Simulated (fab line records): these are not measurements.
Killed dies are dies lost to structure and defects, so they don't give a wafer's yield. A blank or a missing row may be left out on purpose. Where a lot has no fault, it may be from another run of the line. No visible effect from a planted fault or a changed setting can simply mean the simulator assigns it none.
Struck lot and sound lot, side by side | flow sky130 | 15 steps out of a route of 708
Sound: these wafers, L694.1, L694.2, L694.3. Wafers struck: L684.1, L684.5, L684.6. Last of all comes the cause.
At each step with rows: each side's tool, then ch and its chambers, then its first start. Under that, the readings that differ: sound wafers | struck wafers | difference of the means | sigmas: that difference in standard deviations of wafers without a fault.
alike: readings with means less than 2 such deviations apart, plus words and numbers identical on both sides. not compared: withheld readings, readings lacking a value on some wafer, bounds such as >300 that could conceal the same value, and numbers that have no deviation in the record and whose values overlap.
Wherever a step has rows on one side only, a row that says differs or no value, or a row with sigmas, the two part there. Numbers that don't overlap but have no deviation are shown without sigmas and don't part them. A reading missing from all wafers of one side parts the sides only when that side holds two or more wafers.

first, 2 steps without rows for these wafers: SKY_VIA3_CLEAN_18 (cleans in IPA, time 180 s); SKY_VIA3_CLEAN_19 (cleans in O3/DIW).
SKY_VIA3_SPUTTER_20: material TiN, target thk 20 nm, time 80 s.
  sound on pvd-sputter-02, day 43 19:53; struck on pvd-sputter-01, day 40 19:05
  alike: throttle-valve-pct
then, 1 step without rows for these wafers: SKY_VIA3_CVD_21 (deposits W, target thk 390 nm, time 117.31 s).
SKY_VIA3_RS_MEAS_22: uses a four-point probe to measure.
  sound on film-metro-04, day 43 20:04; struck on film-metro-04, day 40 19:17
  alike: VIA3_W_RS
SKY_VIA3_THK_MEAS_23: measures by xrf.
  sound on film-metro-04, day 43 20:11; struck on film-metro-04, day 40 19:24
  alike: VIA3_W_THK
then, 1 step without rows for these wafers: SKY_VIA3_CMP_24 (polishes, stops on SiO2, t overpolish 20 s, target thk 0 nm).
SKY_METAL4_SPUTTER_00: material Ti, target thk 15 nm, time 10 s.
  sound on pvd-sputter-03, day 43 20:40; struck on pvd-sputter-04, day 40 19:46
  alike: throttle-valve-pct
SKY_METAL4_SPUTTER_01: material TiN, target thk 20 nm, time 16.7 s.
  sound on pvd-sputter-03, day 43 20:41; struck on pvd-sputter-04, day 40 19:47
  alike: throttle-valve-pct
then, 1 step without rows for these wafers: SKY_METAL4_SPUTTER_02 (material AlCu, target thk 735 nm, time 39.1 s).
SKY_METAL4_SPUTTER_03: material Ti, target thk 5 nm, time 3.3 s.
  sound on pvd-sputter-03, day 43 20:45; struck on pvd-sputter-04, day 40 19:50
  alike: throttle-valve-pct
then, 1 step without rows for these wafers: SKY_METAL4_SPUTTER_04 (material TiN, target thk 70 nm, time 58.3 s).
SKY_CAP2M_CVD_00: deposits SiO2, target thk 15.5 nm.
  sound on pecvd-02 ch 0,1,2, day 43 20:49; struck on pecvd-02 ch 0,1,2, day 40 19:55
  no value came back on the struck wafers for heater-power-outer-w (W), heater-power-w (W); on the sound wafers heater-power-outer-w (W) reads 376 530 398
SKY_CAP2M_SPUTTER_02: material TiN, target thk 200 nm, time 166.7 s.
  sound on pvd-sputter-04, day 43 20:54; struck on pvd-sputter-03, day 40 19:59
  alike: throttle-valve-pct
-- the record jumps here: 6 days lie between the struck wafers' starts before and after (it left off in module CAP2M and takes up again in module PAD_OPEN, whose first step shown is number 708 of the route) --
SKY_PAD_OPEN_PROBE_99:
  sound on prober-01, day 49 05:28; struck on prober-01, day 46 17:38
  reading                  | sound          | struck      | difference | sigmas
  defect-limited-yield (%) | 81.7 83.9 83.1 | 0 0 0       | -83        | -39
  killed-at-other          | 1 0 0          | 417 398 397 | +404       | +99 or more
  killed-dies              | 90 79 83       | 492 492 492 | +408       | +41
  killed-on-rim            | 14 15 15       | 96 96 96    | +81        | +21
  alike: killed_at_M0_to_M3, killed_at_M4_up, killed-at-contacts, killed-at-front-end, killed-open, killed-short

WHERE THEY PART
Earliest at SKY_CAP2M_CVD_00; latest, in this record, at SKY_PAD_OPEN_PROBE_99.

WHY: whatever the simulator had introduced
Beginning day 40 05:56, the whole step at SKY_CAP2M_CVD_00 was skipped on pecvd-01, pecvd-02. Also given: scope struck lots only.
